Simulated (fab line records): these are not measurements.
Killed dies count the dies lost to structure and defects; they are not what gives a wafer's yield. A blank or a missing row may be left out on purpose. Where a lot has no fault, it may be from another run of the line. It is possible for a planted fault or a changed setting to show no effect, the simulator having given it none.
fab line records -- flow sky130
record: lots: 24, wafers: 72, lastDay: 50
route steps=708 shown LDD_N@244 LI_CONTACT@365 VIA2@510 VIA4@641 METAL5@667
lots untouched by any fault: they come from a run of this same line in which no faults occurred
startH: the number of hours between the record's first day and the start of the first shown wafer of the lot -- waitH: how many hours have passed since the lot's step before this one -- " identical to the entry in the row above -- L1.1+2: several wafers, shown together as one row -- - value missing, or start not given -- * or withheld: withheld -- < > ~ a bound
route shown NAME@n: NAME is a module with steps in the file, n the number in the route of the first one -- usual: mean/standard deviation of fault-free wafers -- same: alike in all rows -- chamber/n: place in a boat -- sites: the reading at each site -- _std_site: standard deviation of those values -- _edge_site: mean of outer sites minus mean of inner sites -- radiusMm: how far each site lies from the wafer's centre -- mask NAME#n: copy n -- behind: the last tool/chamber to shape the wafer -- hold: reason for holding the lot/hours on hold/outcome of the hold -- device: the n, p or np transistor that did not switch -- end of line: the route-end tests of the same wafers -- step lacking rows: just its recipe -- killed: dies that structure and defects cost at the first sort, which is not the same as the wafer's yield -- map: shows each die of a wafer: x if killed, . if not, _ if none is there
set.NAME: the run value of the setting; set.NAME@STEP: its run value at that earlier step -- model.NAME: the simulator's own value behind a step, which no gauge read
a sample of lots followed through the steps of the route, with each step as a table and each wafer as a row
services: the hour from which a tool's chamber was out of use, counted from the record's first day as startH (under 0 if before that day), plus the number of hours and why
== steps ==
step: SKY_LDD_N_OVL_MEAS_07
usual: LDD_N_OVL: -0.8/1.1
lot.wafer,tool,chamber,startH,waitH,LDD_N_OVL[nm]
L074.2,overlay-01,-,405.33,0.1,0.5
L074.5,overlay-01,-,405.33,0.1,-0.4
L074.6,overlay-01,-,405.33,0.1,0.2
L075.2,overlay-01,-,416.87,0.1,-1.1
L075.3,overlay-01,-,416.87,0.1,-0.2
L075.4,overlay-01,-,416.87,0.1,-0.6
L076.3,overlay-01,-,428.14,0.1,-1.2
L076.4,overlay-01,-,428.14,0.1,0.2
L076.6,overlay-01,-,428.14,0.1,-1.8
L077.2,overlay-01,-,436.20,0.1,0.0
L077.3,overlay-01,-,436.20,0.1,-0.4
L077.6,overlay-01,-,436.20,0.1,-0.3
L078.2,overlay-01,-,438.87,0.1,-0.9
L078.3,overlay-01,-,438.87,0.1,-1.9
L078.5,overlay-01,-,438.87,0.1,0.2
L079.2,overlay-02,-,441.78,0.1,0.5
L079.5,overlay-02,-,441.78,0.1,-1.1
L079.6,overlay-02,-,441.78,0.1,0.8
L080.2,overlay-02,-,459.22,0.1,-3.9
L080.4,overlay-02,-,459.22,0.1,-3.0
L080.6,overlay-02,-,459.22,0.1,-4.0
L081.3,overlay-02,-,469.84,0.1,-4.5
L081.4,overlay-02,-,469.84,0.1,-2.4
L081.6,overlay-02,-,469.84,0.1,-1.2
L082.1,overlay-02,-,470.73,0.1,-0.7
L082.3,overlay-02,-,470.73,0.1,2.4
L082.4,overlay-02,-,470.73,0.1,-0.6
L083.1,overlay-01,-,475.08,0.1,-1.5
L083.3,overlay-01,-,475.08,0.1,-0.3
L083.5,overlay-01,-,475.08,0.1,0.4
L084.2,overlay-01,-,490.13,0.1,-1.3
L084.4,overlay-01,-,490.13,0.1,-2.3
L084.6,overlay-01,-,490.13,0.1,-2.2
L085.1,overlay-02,-,496.31,0.1,0.4
L085.2,overlay-02,-,496.31,0.1,0.6
L085.6,overlay-02,-,496.31,0.1,0.4
L086.1,overlay-01,-,510.12,0.1,-0.2
L086.4,overlay-01,-,510.12,0.1,0.0
L086.5,overlay-01,-,510.12,0.1,-0.6
L087.3,overlay-01,-,518.51,0.1,-1.5
L087.4,overlay-01,-,518.51,0.1,-1.4
L087.5,overlay-01,-,518.51,0.1,-1.1
L088.1,overlay-02,-,524.31,0.1,0.5
L088.2,overlay-02,-,524.31,0.1,0.4
L088.5,overlay-02,-,524.31,0.1,0.8
L089.2,overlay-02,-,530.43,0.1,-2.4
L089.4,overlay-02,-,530.43,0.1,-1.4
L089.6,overlay-02,-,530.43,0.1,-1.8
L090.1,overlay-02,-,539.77,0.1,-0.2
L090.2,overlay-02,-,539.77,0.1,-0.3
L090.4,overlay-02,-,539.77,0.1,0.5
L091.1,overlay-02,-,548.40,0.1,-0.4
L091.3,overlay-02,-,548.40,0.1,-1.6
L091.6,overlay-02,-,548.40,0.1,-2.1
L092.1,overlay-02,-,567.28,0.1,0.1
L092.2,overlay-02,-,567.28,0.1,0.2
L092.5,overlay-02,-,567.28,0.1,-1.7
L093.2,overlay-01,-,577.11,0.1,-0.6
L093.5,overlay-01,-,577.11,0.1,-2.6
L093.6,overlay-01,-,577.11,0.1,-1.0
L094.1,overlay-02,-,578.22,0.1,-0.1
L094.5,overlay-02,-,578.22,0.1,0.3
L094.6,overlay-02,-,578.22,0.1,-0.5
L095.3,overlay-02,-,585.16,0.1,-0.5
L095.4,overlay-02,-,585.16,0.1,-2.4
L095.6,overlay-02,-,585.16,0.1,-0.3
L096.2,overlay-02,-,593.30,0.1,-0.7
L096.4,overlay-02,-,593.30,0.1,0.7
L096.5,overlay-02,-,593.30,0.1,0.4
L097.1,overlay-01,-,600.75,0.1,-1.0
L097.5,overlay-01,-,600.75,0.1,-1.6
L097.6,overlay-01,-,600.75,0.1,-1.9
step: SKY_LI_CONTACT_BOW_MEAS_03
recipe: mode: bow
usual: LI_CONTACT_BOW: 55/7
lot.wafer,tool,chamber,startH,waitH,LI_CONTACT_BOW[um]
L074.2,filmMetro-03,-,653.58,0.2,70
L074.5,filmMetro-03,-,653.58,0.2,53
L074.6,filmMetro-03,-,653.58,0.2,61
L075.2,filmMetro-02,-,661.45,0.2,58
L075.3,filmMetro-02,-,661.45,0.2,43
L075.4,filmMetro-02,-,661.45,0.2,60
L076.3,filmMetro-03,-,673.03,0.2,54
L076.4,filmMetro-03,-,673.03,0.2,50
L076.6,filmMetro-03,-,673.03,0.2,63
L077.2,filmMetro-03,-,681.51,0.1,58
L077.3,filmMetro-03,-,681.51,0.1,45
L077.6,filmMetro-03,-,681.51,0.1,43
L078.2,filmMetro-04,-,681.81,0.1,53
L078.3,filmMetro-04,-,681.81,0.1,60
L078.5,filmMetro-04,-,681.81,0.1,60
L079.2,filmMetro-02,-,684.51,0.2,53
L079.5,filmMetro-02,-,684.51,0.2,58
L079.6,filmMetro-02,-,684.51,0.2,57
L080.2,filmMetro-04,-,702.43,0.2,56
L080.4,filmMetro-04,-,702.43,0.2,47
L080.6,filmMetro-04,-,702.43,0.2,65
L081.3,filmMetro-04,-,709.62,0.2,52
L081.4,filmMetro-04,-,709.62,0.2,49
L081.6,filmMetro-04,-,709.62,0.2,48
L082.1,filmMetro-02,-,711.23,0.1,49
L082.3,filmMetro-02,-,711.23,0.1,55
L082.4,filmMetro-02,-,711.23,0.1,61
L083.1,filmMetro-04,-,715.35,0.1,52
L083.3,filmMetro-04,-,715.35,0.1,63
L083.5,filmMetro-04,-,715.35,0.1,59
L084.2,filmMetro-03,-,728.81,0.3,46
L084.4,filmMetro-03,-,728.81,0.3,54
L084.6,filmMetro-03,-,728.81,0.3,49
L085.1,filmMetro-03,-,734.51,0.2,51
L085.2,filmMetro-03,-,734.51,0.2,62
L085.6,filmMetro-03,-,734.51,0.2,58
L086.1,filmMetro-04,-,745.85,0.1,49
L086.4,filmMetro-04,-,745.85,0.1,45
L086.5,filmMetro-04,-,745.85,0.1,63
L087.3,filmMetro-03,-,754.62,0.2,53
L087.4,filmMetro-03,-,754.62,0.2,51
L087.5,filmMetro-03,-,754.62,0.2,59
L088.1,filmMetro-03,-,759.94,0.1,60
L088.2,filmMetro-03,-,759.94,0.1,50
L088.5,filmMetro-03,-,759.94,0.1,60
L089.2,filmMetro-04,-,764.99,0.3,55
L089.4,filmMetro-04,-,764.99,0.3,51
L089.6,filmMetro-04,-,764.99,0.3,57
L090.1,filmMetro-02,-,773.55,0.2,63
L090.2,filmMetro-02,-,773.55,0.2,61
L090.4,filmMetro-02,-,773.55,0.2,61
L091.1,filmMetro-04,-,779.90,0.1,55
L091.3,filmMetro-04,-,779.90,0.1,59
L091.6,filmMetro-04,-,779.90,0.1,62
L092.1,filmMetro-04,-,799.08,0.1,39
L092.2,filmMetro-04,-,799.08,0.1,57
L092.5,filmMetro-04,-,799.08,0.1,58
L093.2,filmMetro-02,-,806.45,0.2,55
L093.5,filmMetro-02,-,806.45,0.2,46
L093.6,filmMetro-02,-,806.45,0.2,59
L094.1,filmMetro-02,-,807.22,0.1,52
L094.5,filmMetro-02,-,807.22,0.1,53
L094.6,filmMetro-02,-,807.22,0.1,45
L095.3,filmMetro-04,-,812.65,0.2,61
L095.4,filmMetro-04,-,812.65,0.2,59
L095.6,filmMetro-04,-,812.65,0.2,70
L096.2,filmMetro-02,-,819.81,0.2,32
L096.4,filmMetro-02,-,819.81,0.2,46
L096.5,filmMetro-02,-,819.81,0.2,47
L097.1,filmMetro-04,-,827.80,0.2,55
L097.5,filmMetro-04,-,827.80,0.2,44
L097.6,filmMetro-04,-,827.80,0.2,56
step: SKY_LI_CONTACT_CMP_24
recipe: stopOn: PSG, tOverpolishS: 20, downForcePsi: 3.5, platenRpm: 60, targetThkNm: 0, padVelocityMS: 0.94248
usual: motorCurrentA: 10.9/1.1, overpolishRunS: 20.000/0.0099, timeToEndpointS: 96/5
lot.wafer,tool,chamber,startH,waitH,motorCurrentA,overpolishRunS,timeToEndpointS
L074.2,cmp-01,0,682.82,0.0,13.8,19.992,99
L074.5,cmp-01,0,682.82,0.0,12.5,20.015,94
L074.6,cmp-01,1,682.82,0.0,10.2,20.009,97
L075.3,cmp-01,2,690.88,0.0,10.7,20.010,98
L075.4,cmp-01,0,690.88,0.0,13.3,20.000,98
L075.2,cmp-01,1,690.88,0.0,10.5,20.005,93
L076.4,cmp-01,2,702.95,0.1,11.1,20.005,93
L076.3,cmp-01,3,702.95,0.1,11.3,20.002,97
L076.6,cmp-01,1,702.95,0.1,10.1,19.999,92
L077.3,cmp-02,2,710.58,0.0,10.9,20.005,99
L077.2,cmp-02,3,710.58,0.0,10.2,19.980,105
L077.6,cmp-02,3,710.58,0.0,9.9,19.990,105
L078.3,cmp-02,0,711.29,0.0,11.2,19.999,94
L078.2,cmp-02,2,711.29,0.0,11.0,19.995,93
L078.5,cmp-02,1,711.29,0.0,10.1,20.004,99
L079.2,cmp-01,0,714.58,0.2,13.2,19.980,92
L079.6,cmp-01,1,714.58,0.2,10.5,19.996,96
L079.5,cmp-01,2,714.58,0.2,11.0,20.000,92
L080.2,cmp-02,0,731.33,0.0,10.4,20.015,97
L080.4,cmp-02,1,731.33,0.0,9.8,19.990,107
L080.6,cmp-02,1,731.33,0.0,9.7,20.012,103
L081.4,cmp-02,0,737.53,0.0,9.7,19.981,103
L081.3,cmp-02,1,737.53,0.0,9.9,19.986,108
L081.6,cmp-02,1,737.53,0.0,10.2,20.004,107
L082.3,cmp-01,3,739.77,0.0,12.0,20.013,99
L082.4,cmp-01,0,739.77,0.0,13.5,20.008,86
L082.1,cmp-01,1,739.77,0.0,10.5,20.003,93
L083.3,cmp-02,3,744.32,0.0,9.9,19.985,101
L083.1,cmp-02,0,744.32,0.0,10.2,20.012,95
L083.5,cmp-02,0,744.32,0.0,10.7,19.973,96
L084.2,cmp-01,3,757.13,0.1,11.7,20.003,105
L084.4,cmp-01,0,757.13,0.1,14.0,19.980,102
L084.6,cmp-01,2,757.13,0.1,11.1,20.004,103
L085.1,cmp-01,2,761.86,0.1,10.6,20.005,93
L085.2,cmp-01,0,761.86,0.1,12.9,19.991,94
L085.6,cmp-01,3,761.86,0.1,11.4,19.999,98
L086.4,cmp-02,2,774.83,0.1,10.9,19.995,95
L086.1,cmp-02,3,774.83,0.1,9.7,20.001,103
L086.5,cmp-02,0,774.83,0.1,10.1,20.004,103
L087.4,cmp-01,0,782.08,0.0,13.1,20.000,92
L087.3,cmp-01,2,782.08,0.0,11.3,19.986,95
L087.5,cmp-01,1,782.08,0.0,10.1,20.012,94
L088.2,cmp-02,0,788.28,0.1,10.1,20.000,94
L088.1,cmp-02,1,788.28,0.1,9.6,19.995,98
L088.5,cmp-02,2,788.28,0.1,10.3,19.989,99
L089.4,cmp-02,2,791.88,0.0,11.8,19.993,95
L089.2,cmp-02,0,791.88,0.0,9.8,20.001,95
L089.6,cmp-02,3,791.88,0.0,9.8,19.990,100
L090.1,cmp-01,2,801.13,0.1,10.7,19.992,101
L090.2,cmp-01,0,801.13,0.1,13.7,20.008,94
L090.4,cmp-01,1,801.13,0.1,10.8,19.987,101
L091.1,cmp-01,1,807.61,0.1,10.8,20.012,92
L091.3,cmp-01,2,807.61,0.1,10.8,20.013,95
L091.6,cmp-01,1,807.61,0.1,10.4,19.995,92
L092.2,cmp-01,2,826.63,0.1,10.9,19.997,92
L092.1,cmp-01,0,826.63,0.1,13.6,20.001,89
L092.5,cmp-01,2,826.63,0.1,11.3,20.005,95
L093.2,cmp-02,3,833.93,0.1,9.9,19.986,91
L093.5,cmp-02,2,833.93,0.1,10.1,20.001,87
L093.6,cmp-02,3,833.93,0.1,9.3,20.022,93
L094.1,cmp-01,0,834.54,0.2,13.2,20.005,92
L094.5,cmp-01,2,834.54,0.2,10.7,20.009,90
L094.6,cmp-01,3,834.54,0.2,11.0,20.002,92
L095.4,cmp-01,1,839.98,0.0,10.6,20.003,84
L095.3,cmp-01,3,839.98,0.0,11.7,19.994,95
L095.6,cmp-01,1,839.98,0.0,10.7,20.000,88
L096.2,cmp-02,0,846.91,0.0,10.5,20.009,94
L096.4,cmp-02,1,846.91,0.0,9.6,20.002,100
L096.5,cmp-02,1,846.91,0.0,10.3,19.994,98
L097.1,cmp-02,3,854.92,0.2,9.9,19.994,102
L097.6,cmp-02,0,854.92,0.2,10.5,20.003,99
L097.5,cmp-02,1,854.92,0.2,10.0,19.985,109
step: SKY_VIA2_BOW_MEAS_03
recipe: mode: bow
usual: VIA2_BOW: 83/7.6
lot.wafer,tool,chamber,startH,waitH,VIA2_BOW[um]
L074.2,filmMetro-03,-,828.12,0.2,102
L074.5,filmMetro-03,-,828.12,0.2,85
L074.6,filmMetro-03,-,828.12,0.2,90
L075.2,filmMetro-01,-,834.54,0.3,86
L075.3,filmMetro-01,-,834.54,0.3,69
L075.4,filmMetro-01,-,834.54,0.3,85
L076.3,filmMetro-01,-,845.97,0.2,85
L076.4,filmMetro-01,-,845.97,0.2,78
L076.6,filmMetro-01,-,845.97,0.2,93
L077.2,filmMetro-01,-,852.02,0.2,87
L077.3,filmMetro-01,-,852.02,0.2,76
L077.6,filmMetro-01,-,852.02,0.2,72
L078.2,filmMetro-03,-,853.61,0.2,84
L078.3,filmMetro-03,-,853.61,0.2,90
L078.5,filmMetro-03,-,853.61,0.2,90
L079.2,filmMetro-02,-,857.01,0.2,81
L079.5,filmMetro-02,-,857.01,0.2,84
L079.6,filmMetro-02,-,857.01,0.2,83
L080.2,filmMetro-02,-,873.21,0.2,81
L080.4,filmMetro-02,-,873.21,0.2,72
L080.6,filmMetro-02,-,873.21,0.2,89
L081.3,filmMetro-01,-,878.88,0.3,80
L081.4,filmMetro-01,-,878.88,0.3,80
L081.6,filmMetro-01,-,878.88,0.3,77
L082.1,filmMetro-01,-,879.30,0.2,76
L082.3,filmMetro-01,-,879.30,0.2,81
L082.4,filmMetro-01,-,879.30,0.2,87
L083.1,filmMetro-01,-,885.85,0.2,81
L083.3,filmMetro-01,-,885.85,0.2,93
L083.5,filmMetro-01,-,885.85,0.2,87
L084.2,filmMetro-01,-,897.20,0.1,76
L084.4,filmMetro-01,-,897.20,0.1,83
L084.6,filmMetro-01,-,897.20,0.1,78
L085.1,filmMetro-02,-,900.86,0.2,79
L085.2,filmMetro-02,-,900.86,0.2,91
L085.6,filmMetro-02,-,900.86,0.2,87
L086.1,filmMetro-02,-,913.09,0.1,69
L086.4,filmMetro-02,-,913.09,0.1,66
L086.5,filmMetro-02,-,913.09,0.1,82
L087.3,filmMetro-01,-,919.17,0.2,87
L087.4,filmMetro-01,-,919.17,0.2,85
L087.5,filmMetro-01,-,919.17,0.2,94
L088.1,filmMetro-03,-,925.28,0.2,88
L088.2,filmMetro-03,-,925.28,0.2,77
L088.5,filmMetro-03,-,925.28,0.2,88
L089.2,filmMetro-03,-,928.90,0.2,83
L089.4,filmMetro-03,-,928.90,0.2,79
L089.6,filmMetro-03,-,928.90,0.2,86
L090.1,filmMetro-03,-,938.78,0.2,91
L090.2,filmMetro-03,-,938.78,0.2,88
L090.4,filmMetro-03,-,938.78,0.2,89
L091.1,filmMetro-03,-,944.01,0.2,80
L091.3,filmMetro-03,-,944.01,0.2,84
L091.6,filmMetro-03,-,944.01,0.2,88
L092.1,filmMetro-02,-,961.72,0.1,70
L092.2,filmMetro-02,-,961.72,0.1,88
L092.5,filmMetro-02,-,961.72,0.1,89
L093.2,filmMetro-01,-,967.40,0.3,87
L093.5,filmMetro-01,-,967.40,0.3,78
L093.6,filmMetro-01,-,967.40,0.3,91
L094.1,filmMetro-02,-,967.75,0.1,86
L094.5,filmMetro-02,-,967.75,0.1,89
L094.6,filmMetro-02,-,967.75,0.1,80
L095.3,filmMetro-01,-,972.97,0.2,90
L095.4,filmMetro-01,-,972.97,0.2,88
L095.6,filmMetro-01,-,972.97,0.2,97
L096.2,filmMetro-02,-,978.34,0.2,62
L096.4,filmMetro-02,-,978.34,0.2,74
L096.5,filmMetro-02,-,978.34,0.2,79
L097.1,filmMetro-01,-,987.98,0.1,79
L097.5,filmMetro-01,-,987.98,0.1,67
L097.6,filmMetro-01,-,987.98,0.1,81
step: SKY_VIA4_CMP_02
recipe: material: SiO2, downForcePsi: 4, platenRpm: 60, padVelocityMS: 0.94248
usual: motorCurrentA: 11.6/1
lot.wafer,tool,chamber,startH,waitH,motorCurrentA
L074.2,cmp-02,3,988.13,0.3,10.9
L074.6,cmp-02,0,988.13,0.3,11.2
L074.5,cmp-02,1,988.13,0.3,10.9
L075.2,cmp-01,2,990.31,0.0,12.2
L075.4,cmp-01,0,990.31,0.0,14.6
L075.3,cmp-01,1,990.31,0.0,11.1
L076.3,cmp-01,0,1001.64,0.1,14.8
L076.4,cmp-01,1,1001.64,0.1,11.6
L076.6,cmp-01,2,1001.64,0.1,11.6
L077.2,cmp-01,1,1008.67,0.1,11.7
L077.3,cmp-01,0,1008.67,0.1,13.9
L077.6,cmp-01,1,1008.67,0.1,11.8
L078.2,cmp-01,1,1009.02,0.0,11.3
L078.3,cmp-01,3,1009.02,0.0,12.5
L078.5,cmp-01,1,1009.02,0.0,11.9
L079.2,cmp-02,1,1011.88,0.2,10.0
L079.5,cmp-02,2,1011.88,0.2,11.4
L079.6,cmp-02,3,1011.88,0.2,11.6
L080.2,cmp-02,0,1024.86,0.1,10.5
L080.4,cmp-02,2,1024.86,0.1,11.0
L080.6,cmp-02,0,1024.86,0.1,11.4
L081.3,cmp-02,2,1031.50,0.0,11.8
L081.4,cmp-02,0,1031.50,0.0,10.6
L081.6,cmp-02,2,1031.50,0.0,11.8
L082.3,cmp-01,2,1031.82,0.0,11.6
L082.1,cmp-01,0,1031.82,0.0,14.7
L082.4,cmp-01,1,1031.82,0.0,11.1
L083.3,cmp-01,0,1037.77,0.0,14.0
L083.1,cmp-01,2,1037.77,0.0,12.1
L083.5,cmp-01,0,1037.77,0.0,14.1
L084.4,cmp-02,2,1047.89,0.0,11.6
L084.2,cmp-02,0,1047.89,0.0,10.3
L084.6,cmp-02,2,1047.89,0.0,11.4
L085.2,cmp-01,3,1049.92,0.1,13.0
L085.1,cmp-01,1,1049.92,0.1,11.8
L085.6,cmp-01,2,1049.92,0.1,11.7
L086.4,cmp-01,2,1061.00,0.0,12.0
L086.1,cmp-01,0,1061.00,0.0,14.9
L086.5,cmp-01,3,1061.00,0.0,12.8
L087.3,cmp-02,3,1068.25,0.0,11.3
L087.4,cmp-02,0,1068.25,0.0,11.2
L087.5,cmp-02,0,1068.25,0.0,11.2
L088.1,cmp-02,0,1070.68,0.1,11.1
L088.2,cmp-02,1,1070.68,0.1,11.2
L088.5,cmp-02,3,1070.68,0.1,10.4
L089.2,cmp-02,1,1073.55,0.1,10.7
L089.4,cmp-02,2,1073.55,0.1,12.0
L089.6,cmp-02,1,1073.55,0.1,10.5
L090.1,cmp-02,2,1083.37,0.3,11.6
L090.4,cmp-02,3,1083.37,0.3,10.4
L090.2,cmp-02,0,1083.37,0.3,11.4
L091.3,cmp-02,3,1087.17,0.1,10.2
L091.1,cmp-02,0,1087.17,0.1,10.8
L091.6,cmp-02,2,1087.17,0.1,11.5
L092.2,cmp-02,0,1103.00,0.0,10.8
L092.1,cmp-02,3,1103.00,0.0,10.4
L092.5,cmp-02,0,1103.00,0.0,10.8
L093.2,cmp-02,1,1109.63,0.1,10.6
L093.5,cmp-02,0,1109.63,0.1,11.0
L093.6,cmp-02,1,1109.63,0.1,10.5
L094.1,cmp-01,0,1110.70,0.2,14.0
L094.6,cmp-01,1,1110.70,0.2,11.1
L094.5,cmp-01,2,1110.70,0.2,11.5
L095.4,cmp-02,3,1114.86,0.2,10.4
L095.3,cmp-02,1,1114.86,0.2,11.0
L095.6,cmp-02,3,1114.86,0.2,11.0
L096.4,cmp-02,2,1119.23,0.1,11.2
L096.2,cmp-02,3,1119.23,0.1,10.6
L096.5,cmp-02,1,1119.23,0.1,11.2
L097.1,cmp-02,3,1125.38,0.2,10.8
L097.5,cmp-02,2,1125.38,0.2,11.9
L097.6,cmp-02,3,1125.38,0.2,10.3
step: SKY_METAL5_THK_MEAS_06
recipe: thkMeasGauge: xrf, reads: AlCu_of_METAL5_SPUTTER_02
usual: METAL5_ALCU_THK: 1145/16
lot.wafer,tool,chamber,startH,waitH,METAL5_ALCU_THK[nm]
L074.2,filmMetro-04,-,1013.02,0.1,1161
L074.5,filmMetro-04,-,1013.02,0.1,1164
L074.6,filmMetro-04,-,1013.02,0.1,1152
L075.2,filmMetro-01,-,1015.60,0.1,1147
L075.3,filmMetro-01,-,1015.60,0.1,1157
L075.4,filmMetro-01,-,1015.60,0.1,1138
L076.3,filmMetro-01,-,1026.60,0.1,1154
L076.4,filmMetro-01,-,1026.60,0.1,1151
L076.6,filmMetro-01,-,1026.60,0.1,1154
L077.2,filmMetro-03,-,1033.53,0.1,1143
L077.3,filmMetro-03,-,1033.53,0.1,1169
L077.6,filmMetro-03,-,1033.53,0.1,1171
L078.2,filmMetro-01,-,1033.63,0.1,1144
L078.3,filmMetro-01,-,1033.63,0.1,1133
L078.5,filmMetro-01,-,1033.63,0.1,1136
L079.2,filmMetro-03,-,1036.60,0.1,1173
L079.5,filmMetro-03,-,1036.60,0.1,1177
L079.6,filmMetro-03,-,1036.60,0.1,1161
L080.2,filmMetro-03,-,1049.30,0.1,1175
L080.4,filmMetro-03,-,1049.30,0.1,1179
L080.6,filmMetro-03,-,1049.30,0.1,1171
L081.3,filmMetro-04,-,1055.20,0.1,1162
L081.4,filmMetro-04,-,1055.20,0.1,1150
L081.6,filmMetro-04,-,1055.20,0.1,1135
L082.1,filmMetro-03,-,1055.73,0.1,1130
L082.3,filmMetro-03,-,1055.73,0.1,1122
L082.4,filmMetro-03,-,1055.73,0.1,1146
L083.1,filmMetro-01,-,1061.54,0.1,1166
L083.3,filmMetro-01,-,1061.54,0.1,1158
L083.5,filmMetro-01,-,1061.54,0.1,1151
L084.2,filmMetro-01,-,1071.91,0.1,1114
L084.4,filmMetro-01,-,1071.91,0.1,1109
L084.6,filmMetro-01,-,1071.91,0.1,1119
L085.1,filmMetro-03,-,1073.48,0.1,1136
L085.2,filmMetro-03,-,1073.48,0.1,1130
L085.6,filmMetro-03,-,1073.48,0.1,1146
L086.1,filmMetro-01,-,1084.42,0.1,1158
L086.4,filmMetro-01,-,1084.42,0.1,1154
L086.5,filmMetro-01,-,1084.42,0.1,1160
L087.3,filmMetro-03,-,1091.38,0.1,1135
L087.4,filmMetro-03,-,1091.38,0.1,1138
L087.5,filmMetro-03,-,1091.38,0.1,1126
L088.1,filmMetro-01,-,1093.91,0.1,1159
L088.2,filmMetro-01,-,1093.91,0.1,1140
L088.5,filmMetro-01,-,1093.91,0.1,1144
L089.2,filmMetro-04,-,1096.75,0.1,1140
L089.4,filmMetro-04,-,1096.75,0.1,1123
L089.6,filmMetro-04,-,1096.75,0.1,1136
L090.1,filmMetro-04,-,1105.67,0.1,1137
L090.2,filmMetro-04,-,1105.67,0.1,1141
L090.4,filmMetro-04,-,1105.67,0.1,1114
L091.1,filmMetro-01,-,1110.27,0.1,1143
L091.3,filmMetro-01,-,1110.27,0.1,1159
L091.6,filmMetro-01,-,1110.27,0.1,1173
L092.1,filmMetro-04,-,1125.32,0.1,1132
L092.2,filmMetro-04,-,1125.32,0.1,1131
L092.5,filmMetro-04,-,1125.32,0.1,1138
L093.2,filmMetro-04,-,1131.08,0.1,1130
L093.5,filmMetro-04,-,1131.08,0.1,1120
L093.6,filmMetro-04,-,1131.08,0.1,1123
L094.1,filmMetro-03,-,1131.54,0.1,1140
L094.5,filmMetro-03,-,1131.54,0.1,1138
L094.6,filmMetro-03,-,1131.54,0.1,1143
L095.3,filmMetro-04,-,1135.38,0.1,1134
L095.4,filmMetro-04,-,1135.38,0.1,1131
L095.6,filmMetro-04,-,1135.38,0.1,1126
L096.2,filmMetro-03,-,1139.60,0.1,1166
L096.4,filmMetro-03,-,1139.60,0.1,1154
L096.5,filmMetro-03,-,1139.60,0.1,1161
L097.1,filmMetro-01,-,1146.37,0.1,1141
L097.5,filmMetro-01,-,1146.37,0.1,1140
L097.6,filmMetro-01,-,1146.37,0.1,1140
== services ==
tool,chamber,startH,hours,kind
cmp-02,-,709.11,0.5,repair
cmp-01,-,710.68,1.0,repair
cmp-01,-,747.72,4.0,pm
cmp-01,-,751.72,-,consumableReplace:conditioner
cmp-01,-,751.72,-,consumableReplace:pad
cmp-01,-,772.32,6.8,pm
cmp-01,-,786.59,1.8,repair
cmp-02,-,825.52,5.8,pm
cmp-01,-,890.18,0.5,repair
cmp-02,-,912.77,4.0,pm
cmp-02,-,916.77,-,consumableReplace:conditioner
cmp-02,-,916.77,-,consumableReplace:pad
cmp-01,-,918.79,1.3,repair
cmp-01,-,943.33,0.4,repair
cmp-01,-,960.52,2.7,repair
cmp-02,-,984.65,1.8,repair
cmp-01,-,985.36,4.5,repair
cmp-02,-,1007.31,0.2,repair
cmp-02,-,1057.44,1.3,repair
cmp-01,-,1080.26,4.0,repair
cmp-01,-,1087.92,4.0,pm
cmp-01,-,1091.92,-,consumableReplace:conditioner
cmp-01,-,1091.92,-,consumableReplace:pad
cmp-01,-,1122.26,4.6,pm
== key ==
fault none
